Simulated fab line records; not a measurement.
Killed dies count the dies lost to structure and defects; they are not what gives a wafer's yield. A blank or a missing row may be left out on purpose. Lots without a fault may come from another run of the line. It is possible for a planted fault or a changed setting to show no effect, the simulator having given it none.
Problem report, 8D (eight disciplines) form, completed by code	flow sky130	the parts of the form that need people (team, actions taken, sign-off) are left out

1. THE ISSUE
At SKY_METAL1_SPUTTER_02, cathode-dc-power-W averages 11037 W over 9 wafers from 3 lots, while fault-free wafers read 10600 W, standard deviation 1.9. That is +99 or more standard deviations from the usual mean.
The step: material AlCu, target thk 250 nm, time 13.3 s.
First observed at day 33 05:00: wafer L298.1, on pvd-sputter-03. The record has a number at this step for 33 wafers belonging to 11 lots. Rule for "out", or "out of limits": more than 4 standard deviations from the usual mean. All remaining wafers that have a number are taken as sound.

2. WHAT IT IS, AND WHAT IT ISN'T
question	is	is not
which readings at this step	cathode-dc-power-W	throttle-valve-pct
which lots	L298, L299, L302	L294, L297, L300, L310, L311, L312, L313, L316
which wafers of those lots	all that have a number	-
read on which tools	pvd-sputter-03	pvd-sputter-04
when	from day 33 05:00	up to then (6 sound wafers); but 18 sound wafers of L300, L310, L311, L312, L313, L316 came after

3. SUSPECTS, AND WHAT RULES EACH OUT
Counting: a tool at any process step up to the reading remains a suspect when it ran all the lots that are out and ran no sound lot after the first of those.
- pvd-sputter-03 at SKY_METAL1_SPUTTER_02 (material AlCu, target thk 250 nm, time 13.3 s): ruled out as a lasting fault. After its first lot that is out, L298 (day 33 05:00), sound lots L311, L310, L312, L313, L316 ran on it.
Left after counting: nothing in the record.

4. THE CAUSE (what the simulator had put in)
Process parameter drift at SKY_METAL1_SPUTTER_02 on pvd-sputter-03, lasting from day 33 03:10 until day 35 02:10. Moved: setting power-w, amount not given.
Counting ruled it out, wrongly.

5. SEQUENCE OF EFFECTS, ordered by route
Each row: a reading where the mean over the struck wafers with a number is more than 3 standard deviations away from the usual. Readings are gone through only where the record gives a usual standard deviation; hours: the median, over the lots, of the time from a lot's start at the first step in this table giving one to that lot's start at this step; sigmas: the change measured in usual standard deviations.
hours	step	reading	usual	on struck wafers	change	sigmas
0	SKY_METAL1_SPUTTER_02	cathode-dc-power-W	10600 W	11037	+437	+99 or more
It contains these process steps:
- SKY_METAL1_SPUTTER_02: material AlCu, target thk 250 nm, time 13.3 s.
Later measuring or inspecting steps at which every struck wafer that the step has a row for has a number for every such reading, and none has moved that far: SKY_METAL1_RS_MEAS_05.

6. WHAT WOULD HAVE CAUGHT IT SOONER
2 hours passed between the start of the fault at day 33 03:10 and the first reading out of limits in this record, taken at day 33 05:00.
